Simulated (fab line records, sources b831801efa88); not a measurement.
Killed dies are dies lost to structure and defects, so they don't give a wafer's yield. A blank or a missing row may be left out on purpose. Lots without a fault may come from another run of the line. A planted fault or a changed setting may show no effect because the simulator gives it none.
One fault seen from 2 desks | flow gf180mcu | each desk has only its own numbers; what lay behind them comes last

THE TOOL OWNER'S DESK: plasma_asher-03
The tool's own readings at GF_V1_STRIP_18 (strips in O2/N2): means of the sampled wafers that have a number, for each lot that ran on this tool. A lot is out of limits, marked OUT, if its mean lies more than 4 standard deviations from the usual mean; the brackets give that distance.
Columns: A = drypump_motor_current_A at GF_V1_STRIP_18, usual 5.48 A; B = heater_power_w at GF_V1_STRIP_18, usual 335 W; C = n2_flow_sccm at GF_V1_STRIP_18, usual 300.0 sccm; D = oes_product_au at GF_V1_STRIP_18, usual 0.592 a.u.
lot  | first seen here | A    | B   | C     | D
L792 | day 18 03:34    | 5.46 | 334 | 299.2 | 0.597
L803 | day 22 10:44    | 5.46 | 331 | 299.4 | 0.591
L804 | day 22 17:20    | 5.66 | 334 | 300.0 | 0.592
L813 | day 25 19:59    | 5.45 | 329 | 300.7 | 0.591
This desk's finding: nothing out of limits on any of the 4 lots.

THE METROLOGY DESK
What the gauges read, lot by lot, whatever tool the lot ran on: means of the sampled wafers that have a number. A lot is out of limits, marked OUT, if its mean lies more than 4 standard deviations from the usual mean; the brackets give that distance.
Columns: A = MIM_CVD_05_THK at GF_MIM_THK_MEAS_06, usual 42.0 nm; B = cd_nm at GF_V5_CD_MEAS_14, usual 259.8 nm
lot  | first seen here | A    | B
L792 | day 24 10:43    | 41.5 | 259.7
L803 | day 28 04:43    | 41.8 | 261.1
L804 | day 28 09:55    | 42.5 | 258.3
L805 | day 28 16:18    | 42.6 | 257.7
L806 | day 28 22:22    | 42.7 | 260.5
L809 | day 30 05:15    | 42.2 | 260.0
L810 | day 30 13:40    | 41.5 | 259.2
L812 | day 30 23:51    | 41.2 | 258.0
L813 | day 31 03:52    | 42.5 | 259.8
L814 | day 31 06:46    | 42.3 | 258.7
L815 | day 31 10:33    | 41.3 | 260.7
This desk's finding: nothing out of limits on any of the 11 lots.

PUT TOGETHER
The tool owner's desk saw nothing out of limits.
The metrology desk saw nothing out of limits.

WHAT THE SIMULATOR HAD PUT IN
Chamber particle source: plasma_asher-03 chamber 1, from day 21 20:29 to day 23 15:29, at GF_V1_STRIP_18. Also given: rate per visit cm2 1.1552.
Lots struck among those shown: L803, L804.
